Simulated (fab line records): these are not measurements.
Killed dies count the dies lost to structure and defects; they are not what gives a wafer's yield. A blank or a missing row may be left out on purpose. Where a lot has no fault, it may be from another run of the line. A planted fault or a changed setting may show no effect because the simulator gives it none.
Chamber matching | flow sky130 | cmp-01 running SKY_LI_CONTACT_CMP_24: 4 sister chambers
The step polishes, stops on PSG, t overpolish 20 s, target thk 0 nm. 8 wafers are shown with their chamber, then 12 later ones without.

== EACH WAFER AND ITS CHAMBER ==
wafer  | chamber | motor current A (A) | time to endpoint s (s)
L086.4 | 2       | 12.6                | 109
L089.3 | 0       | 12.0                | 94
L089.5 | 0       | 12.1                | 97
L091.4 | 2       | 12.1                | 103
L091.5 | 1       | 9.6                 | 88
L094.1 | 3       | 11.6                | 89
L094.3 | 1       | 10.2                | 86
L094.5 | 3       | 11.5                | 87

== WAFERS MISSING THEIR CHAMBER ==
wafer  | motor current A (A) | time to endpoint s (s)
L090.1 | 9.7                 | 87
L090.3 | 11.3                | 93
L090.4 | 12.2                | 97
L095.4 | 12.6                | 103
L095.5 | 10.6                | 93
L095.6 | 12.5                | 101
L097.1 | 10.1                | 86
L097.3 | 12.1                | 101
L097.4 | 12.2                | 101
L096.1 | 12.0                | 97
L096.2 | 12.6                | 104
L096.4 | 9.7                 | 91

== WHICH CHAMBER EACH ONE RAN IN ==
wafer  | from the rows above          | in truth
L090.1 | 1                            | 1
L090.3 | can't be placed: 3 or 0      | 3
L090.4 | 0                            | 0
L095.4 | 2                            | 2
L095.5 | can't be placed: 1 or 3 or 0 | 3
L095.6 | can't be placed: 2 or 0      | 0
L097.1 | 1                            | 1
L097.3 | can't be placed: 2 or 0      | 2
L097.4 | can't be placed: 2 or 0      | 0
L096.1 | 0                            | 0
L096.2 | 2                            | 2
L096.4 | 1                            | 1
Correctly placed: 7 of 12. Unplaceable from these rows: 5, with the true chamber sitting among the candidates in 5. Number placed wrongly: 0.
How it was worked out, from the rows above alone: a wafer's distance from a chamber is the root of the sum, over the readings, of the square of ((its reading less the chamber's mean) divided by the reading's scatter). If the next closest chamber is less than 2 further off than the closest, the wafer can't be placed; otherwise it belongs to the closest. For every chamber, the mean is computed from those of its wafers that are shown. The scatter is the square root of a quotient: the sum, over the shown wafers, of each reading's squared deviation from its chamber's mean, divided by wafers minus chambers.
